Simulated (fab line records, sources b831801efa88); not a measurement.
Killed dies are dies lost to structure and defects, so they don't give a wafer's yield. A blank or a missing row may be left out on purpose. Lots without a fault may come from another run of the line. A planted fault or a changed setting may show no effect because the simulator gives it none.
Which tool did it? | flow sky130 | 13 lots, 39 wafers sampled, at 5 steps of a route of 708

WHAT THE GAUGES READ, wafer by wafer
SKY_DNWELL_TW_MEAS_09. Usual: DNWELL_TW 1122, standard deviation 7.2.
lot  | measured    | on            | DNWELL_TW      | flag
L449 | day 3 06:25 | film_metro-04 | 1125 1134 1125 |
L450 | day 3 14:43 | film_metro-03 | 1116 1118 1118 |
L451 | day 3 16:44 | film_metro-03 | 1119 1115 1118 |
L453 | day 4 01:58 | film_metro-04 | 1125 1127 1124 |
L455 | day 4 16:31 | film_metro-04 | 30 30 30       | OFF
L459 | day 5 11:04 | film_metro-03 | 1120 1107 1118 |
L464 | day 6 16:51 | film_metro-01 | 1122 1127 1138 |
L465 | day 6 20:16 | film_metro-01 | 1124 1117 1124 |
L466 | day 7 02:13 | film_metro-04 | 1118 1111 1111 |
L467 | day 7 09:14 | film_metro-03 | 1107 1110 1111 |
L468 | day 7 12:53 | film_metro-04 | 1112 1112 1118 |
L469 | day 7 20:01 | film_metro-01 | 1132 1125 1129 |
L471 | day 8 12:23 | film_metro-01 | 1127 1125 1124 |

SKY_NWELL_TW_MEAS_15. Usual: NWELL_TW 1833, standard deviation 10.
lot  | measured     | on            | NWELL_TW       | flag
L449 | day 4 15:55  | film_metro-03 | 1821 1819 1820 |
L450 | day 5 01:09  | film_metro-03 | 1810 1824 1822 |
L451 | day 5 02:29  | film_metro-03 | 1826 1817 1827 |
L453 | day 5 12:22  | film_metro-03 | 1821 1829 1823 |
L455 | day 6 05:42  | film_metro-04 | 1960 1958 1967 | OFF
L459 | day 7 01:36  | film_metro-01 | 1842 1852 1836 |
L464 | day 8 09:42  | film_metro-03 | 1826 1836 1821 |
L465 | day 8 13:37  | film_metro-03 | 1823 1827 1826 |
L466 | day 8 18:34  | film_metro-04 | 1824 1828 1825 |
L467 | day 9 02:02  | film_metro-04 | 1835 1828 1844 |
L468 | day 9 07:18  | film_metro-04 | 1826 1831 1832 |
L469 | day 9 14:03  | film_metro-01 | 1848 1847 1851 |
L471 | day 10 09:13 | film_metro-03 | 1829 1829 1832 |

SKY_POLY_GATE_CD_MEAS_22. Usual: cd_nm 150.3 nm, standard deviation 2.3.
lot  | measured     | on        | cd_nm (nm)        | flag
L449 | day 16 13:59 | cd_sem-02 | 146.3 150.1 149.8 |
L450 | day 17 03:56 | cd_sem-02 | 153.3 151.1 152.1 |
L451 | day 17 06:43 | cd_sem-02 | 148.6 148.6 148.8 |
L453 | day 17 19:44 | cd_sem-02 | 152.0 152.7 147.0 |
L455 | day 19 00:58 | cd_sem-01 | 146.2 150.5 147.8 |
L459 | day 20 20:17 | cd_sem-01 | 150.7 149.8 151.5 |
L464 | day 22 03:49 | cd_sem-01 | 150.6 150.1 155.3 |
L465 | day 22 10:29 | cd_sem-01 | 149.9 151.0 150.3 |
L466 | day 23 08:41 | cd_sem-01 | 151.0 152.1 152.3 |
L467 | day 23 07:42 | cd_sem-02 | 148.2 150.8 148.9 |
L468 | day 23 10:52 | cd_sem-02 | 148.1 148.2 154.1 |
L469 | day 24 16:32 | cd_sem-01 | 149.3 150.1 151.2 |
L471 | day 24 17:29 | cd_sem-02 | 149.3 148.5 151.5 |

SKY_LDD_P_OVL_MEAS_08. Usual: LDD_P_OVL -2.1 nm, standard deviation 1.3.
lot  | measured     | on         | LDD_P_OVL (nm) | flag
L449 | day 18 22:13 | overlay-02 | -1.3 -0.8 1.1  |
L450 | day 19 14:15 | overlay-01 | -2.0 -0.3 -3.1 |
L451 | day 19 17:37 | overlay-01 | -1.3 -3.1 -4.6 |
L453 | day 20 08:03 | overlay-02 | -1.9 -2.9 -3.4 |
L455 | day 21 16:40 | overlay-02 | -2.9 -2.2 -0.4 |
L459 | day 23 09:37 | overlay-01 | -1.6 -1.8 -1.9 |
L464 | day 24 16:33 | overlay-01 | -1.6 -2.0 -2.3 |
L465 | day 24 23:52 | overlay-02 | -3.6 -1.6 -1.6 |
L466 | day 25 21:07 | overlay-01 | -0.2 -2.1 -3.9 |
L467 | day 25 19:22 | overlay-01 | -3.7 -4.7 -2.7 |
L468 | day 25 22:58 | overlay-01 | -3.9 -1.9 -3.0 |
L469 | day 27 03:32 | overlay-01 | -2.7 -2.9 -4.1 |
L471 | day 27 05:17 | overlay-01 | -3.1 -0.3 -2.5 |

WHICH TOOL RAN EACH LOT (tool, then ch and the chambers of the sampled wafers, then the start)
lot  | SKY_DNWELL_EXPOSE_04
L449 | iline_stepper-02 ch 0, day 2 22:17
L450 | iline_stepper-01 ch 0, day 3 06:33
L451 | iline_stepper-02 ch 0, day 3 08:46
L453 | iline_stepper-01 ch 0, day 3 17:25
L455 | iline_stepper-02 ch 0, day 4 07:22
L459 | iline_stepper-02 ch 0, day 5 01:15
L464 | iline_stepper-02 ch 0, day 6 07:33
L465 | iline_stepper-01 ch 0, day 6 11:11
L466 | iline_stepper-02 ch 0, day 6 16:23
L467 | iline_stepper-02 ch 0, day 6 21:29
L468 | iline_stepper-01 ch 0, day 7 02:32
L469 | iline_stepper-01 ch 0, day 7 10:20
L471 | iline_stepper-01 ch 0, day 8 01:44
- SKY_DNWELL_EXPOSE_04: exposes mask DNM, target cd 3000 nm.

WHAT THE TOOLS THEMSELVES READ (means of the sampled wafers that have a number; where no wafer has one, the mark that the record gives instead)
The record holds no such reading with a usual standard deviation.

THE ANSWER, worked out from the rows above alone
Rule: a lot is off if the mean of its wafers that have a number lies more than 3 standard deviations from the usual mean. A lot without any number at a reading at which 4 lots or more have one is off too. The other lots that the step has rows for count as sound. The gauges are gone through in route order, then the tools' own readings, and for those a lot's mean is taken as printed above. The first step at which some lot is off is used, and at that step the reading that is off furthest; a lot without a number counts as furthest.
Off: L455, at SKY_DNWELL_TW_MEAS_09 (DNWELL_TW).
A tool fits if, at a process step before that reading, it ran every lot that is off, and no sound lot after the first of them. The gauges at SKY_DNWELL_TW_MEAS_09 are tried like those tools. None of those tried fits.

WHAT THE SIMULATOR HAD PUT IN
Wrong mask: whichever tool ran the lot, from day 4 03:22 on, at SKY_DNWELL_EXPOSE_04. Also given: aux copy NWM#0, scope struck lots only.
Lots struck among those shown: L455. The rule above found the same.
